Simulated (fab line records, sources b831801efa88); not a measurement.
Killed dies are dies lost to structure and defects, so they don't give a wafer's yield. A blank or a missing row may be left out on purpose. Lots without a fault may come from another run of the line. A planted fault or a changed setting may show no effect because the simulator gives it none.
Which tool did it? | flow gf180mcu | 13 lots, 39 wafers sampled, at 3 steps of a route of 602

WHAT THE GAUGES READ, wafer by wafer
GF_HV_LDD_TW_MEAS_23.
lot  | measured     | on            | HV_LDD_2_TW
L536 | day 10 16:57 | film_metro-04 | 1063 1060 1056
L539 | day 11 16:03 | film_metro-04 | 1070 1069 1065
L540 | day 11 23:17 | film_metro-01 | 1048 1049 1042
L541 | day 12 05:09 | film_metro-04 | 1060 1062 1058
L542 | day 12 16:07 | film_metro-03 | 1066 1057 1063
L544 | day 13 09:34 | film_metro-03 | 933 934 932
L545 | day 13 13:38 | film_metro-03 | 1055 1059 1049
L546 | day 14 03:46 | film_metro-01 | 934 935 930
L553 | day 16 07:06 | film_metro-01 | 1051 1052 1047
L554 | day 16 14:23 | film_metro-01 | 1055 1049 1043
L555 | day 16 19:37 | film_metro-01 | 1051 1056 1052
L556 | day 17 01:14 | film_metro-03 | 1055 1054 1059
L559 | day 18 02:39 | film_metro-01 | 1045 1039 1048

GF_V1_THK_MEAS_03.
lot  | measured     | on            | V1_CVD_02_THK (nm)
L536 | day 16 23:38 | film_metro-04 | 854 846 859
L539 | day 18 06:39 | film_metro-01 | 852 863 862
L540 | day 18 14:14 | film_metro-01 | 860 868 859
L541 | day 18 21:21 | film_metro-01 | 839 846 862
L542 | day 19 08:41 | film_metro-04 | 850 850 860
L544 | day 20 06:21 | film_metro-02 | 855 872 853
L545 | day 20 12:16 | film_metro-01 | 847 869 861
L546 | day 21 02:13 | film_metro-04 | 855 841 854
L553 | day 23 10:33 | film_metro-01 | 827 843 840
L554 | day 23 19:10 | film_metro-01 | 872 861 875
L555 | day 23 23:50 | film_metro-01 | 852 844 860
L556 | day 24 05:53 | film_metro-04 | 861 877 869
L559 | day 25 06:10 | film_metro-02 | 826 858 846

WHICH TOOL RAN EACH LOT (tool, then ch and the chambers of the sampled wafers, then the start)
lot  | GF_HV_LDD_IMPLANT_21
L536 | implanter-04 ch 0, day 10 16:42
L539 | implanter-01 ch 0, day 11 15:48
L540 | implanter-04 ch 0, day 11 23:04
L541 | implanter-03 ch 0, day 12 04:54
L542 | implanter-03 ch 0, day 12 15:52
L544 | implanter-03 ch 0, day 13 09:19
L545 | implanter-01 ch 0, day 13 13:25
L546 | implanter-03 ch 0, day 14 03:31
L553 | implanter-01 ch 0, day 16 06:51
L554 | implanter-01 ch 0, day 16 14:11
L555 | implanter-03 ch 0, day 16 19:23
L556 | implanter-03 ch 0, day 17 01:01
L559 | implanter-03 ch 0, day 18 02:24
- GF_HV_LDD_IMPLANT_21

WHAT THE TOOLS THEMSELVES READ (means of the sampled wafers that have a number; where no wafer has one, the mark that the record gives instead)
GF_HV_LDD_IMPLANT_21.
lot  | tool         | beam_energy_keV
L536 | implanter-04 | 25.001
L539 | implanter-01 | 24.999
L540 | implanter-04 | 24.998
L541 | implanter-03 | 25.002
L542 | implanter-03 | 25.011
L544 | implanter-03 | 16.352
L545 | implanter-01 | 25.006
L546 | implanter-03 | 16.350
L553 | implanter-01 | 24.986
L554 | implanter-01 | 25.004
L555 | implanter-03 | 25.011
L556 | implanter-03 | 25.006
L559 | implanter-03 | 24.992

THE ANSWER, worked out from the rows above alone
Rule: what is usual is taken from the lots themselves. Put in order of their means at a reading, lots are off if they are a third of the lots or fewer, leave a main group of 4 or more, and stand apart from it by a gap of 3 or more times the standard deviation of the main group's means; of several such gaps the widest counts. A main group whose means are all the same, to the digits that the tables above print for the reading, isn't used. A lot without any number at a reading at which 4 lots or more have one is off too. The other lots that the step has rows for count as sound. The gauges are gone through in route order, then the tools' own readings, and for those a lot's mean is taken as printed above. The first step at which some lot is off is used, and at that step the reading that is off furthest; a lot without a number counts as furthest.
Off: L544, L546, at GF_HV_LDD_TW_MEAS_23 (HV_LDD_2_TW). The main group: mean 1055, standard deviation 6.9.
A tool fits if, at a process step before that reading, it ran every lot that is off, and no sound lot after the first of them. The gauges at GF_HV_LDD_TW_MEAS_23 aren't tried: what is off there is off at GF_HV_LDD_IMPLANT_21 too, on other tools, and a gauge's error can't cause that. None of those tried fits.

WHAT THE SIMULATOR HAD PUT IN
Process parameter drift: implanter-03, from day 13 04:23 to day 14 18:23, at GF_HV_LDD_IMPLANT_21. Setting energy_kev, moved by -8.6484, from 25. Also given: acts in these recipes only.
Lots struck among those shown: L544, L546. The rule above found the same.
